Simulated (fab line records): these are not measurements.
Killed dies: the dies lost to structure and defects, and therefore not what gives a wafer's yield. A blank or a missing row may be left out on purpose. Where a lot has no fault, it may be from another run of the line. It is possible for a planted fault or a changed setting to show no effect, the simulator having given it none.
Which tool did it?    flow gf180mcu    14 lots, 42 wafers sampled, at 3 steps of a route of 602

== WHAT EACH GAUGE READ, for each wafer ==
GF_V3_CD_MEAS_14: target cd 260 nm.
lot   measured      on         cd nm (nm)
L613  day 22 05:52  cd sem-02  260.4 260.1 260.0
L614  day 22 18:41  cd sem-01  263.1 263.0 260.4
L616  day 23 10:40  cd sem-01  259.1 259.7 260.0
L618  day 24 07:55  cd sem-01  260.5 260.1 259.9
L619  day 24 11:17  cd sem-02  260.9 260.8 260.9
L620  day 24 23:20  cd sem-02  262.1 262.8 262.1
L621  day 25 07:41  cd sem-01  260.4 259.3 258.4
L624  day 26 07:21  cd sem-02  257.6 258.2 258.6
L625  day 26 13:01  cd sem-02  260.5 258.8 259.3
L628  day 27 13:44  cd sem-02  259.9 259.4 259.8
L630  day 27 23:53  cd sem-02  259.3 258.5 259.6
L631  day 28 09:50  cd sem-01  258.9 259.7 258.7
L632  day 28 15:20  cd sem-01  258.8 259.4 259.8
L634  day 29 05:23  cd sem-01  261.0 260.4 261.2

GF_V3_RS_MEAS_24: a four-point-probe measurement.
lot   measured      on             V3_W_RS (ohm/sq)
L613  day 22 06:53  film metro-03  0.3305 0.3227 0.3224
L614  day 22 20:04  film metro-04  0.3272 0.3246 0.3285
L616  day 23 11:43  film metro-03  0.3220 0.3239 0.3228
L618  day 24 08:57  film metro-04  0.3285 0.3245 0.3330
L619  day 24 12:20  film metro-04  0.3273 0.3276 0.3290
L620  day 25 00:22  film metro-03  0.3206 0.3217 0.3256
L621  day 25 08:43  film metro-02  0.3291 0.3260 0.3278
L624  day 26 08:23  film metro-02  0.3266 0.3262 0.3277
L625  day 26 14:05  film metro-02  0.3259 0.3227 0.3259
L628  day 27 14:46  film metro-02  0.3278 0.3228 0.3283
L630  day 28 00:55  film metro-02  0.3253 0.3264 0.3261
L631  day 28 10:52  film metro-04  0.3233 0.3264 0.3268
L632  day 28 16:22  film metro-03  0.3242 0.3271 0.3221
L634  day 29 06:25  film metro-03  0.3277 0.3289 0.3308

== WHAT TOOL EACH LOT RAN ON (gives the tool, then ch and the chambers of the sampled wafers, and finally the start) ==
lot   GF_V3_CVD_23
L613  cvd w-02 ch 0,1, day 22 06:47
L614  cvd w-01 ch 0,1, day 22 19:57
L616  cvd w-02 ch 0,1, day 23 11:35
L618  cvd w-01 ch 0,1, day 24 08:50
L619  cvd w-02 ch 0,1, day 24 12:13
L620  cvd w-01 ch 0,1, day 25 00:14
L621  cvd w-02 ch 0,1, day 25 08:37
L624  cvd w-02 ch 0,1, day 26 08:14
L625  cvd w-02 ch 0,1, day 26 13:58
L628  cvd w-02 ch 0,1, day 27 14:40
L630  cvd w-02 ch 0,1, day 28 00:48
L631  cvd w-02 ch 0,1, day 28 10:45
L632  cvd w-02 ch 0,1, day 28 16:14
L634  cvd w-01 ch 0,1, day 29 06:18
- GF_V3_CVD_23: deposits W, target thk 350 nm, time 104.9 s.

== AS READ BY THE TOOLS THEMSELVES (means over the sampled wafers that have a number; for cases with no such wafer, the mark the record gives instead) ==
GF_V3_CVD_23.
lot   tool      heater power w (W)
L613  cvd w-02  954
L614  cvd w-01  844
L616  cvd w-02  892
L618  cvd w-01  824
L619  cvd w-02  950
L620  cvd w-01  842
L621  cvd w-02  906
L624  cvd w-02  911
L625  cvd w-02  908
L628  cvd w-02  951
L630  cvd w-02  962
L631  cvd w-02  966
L632  cvd w-02  954
L634  cvd w-01  857

== THE ANSWER, worked out from the rows above alone ==
Rule: what is usual is taken from the lots themselves. The widest of any qualifying gaps counts: lots, ordered by their means at a reading, are off when they make up no more than a third of the lots, leave a main group of 4 or more, and stand apart from it by 3 or more times the standard deviation of that group's means. Not used: any main group whose means are identical at the precision the tables above print for the reading. A lot without any number at a reading at which 4 lots or more have one is off too. The other lots that the step has rows for count as sound. After the gauges, taken in route order, come the tools' own readings; for these a lot's mean is taken, as printed above. At the first step where some lot is off, the reading lying furthest off is the one used; lots without a number count as furthest.
Across all readings shown, no lot is off: no conclusion can be drawn from this.

== WHAT THE SIMULATOR HAD PUT IN ==
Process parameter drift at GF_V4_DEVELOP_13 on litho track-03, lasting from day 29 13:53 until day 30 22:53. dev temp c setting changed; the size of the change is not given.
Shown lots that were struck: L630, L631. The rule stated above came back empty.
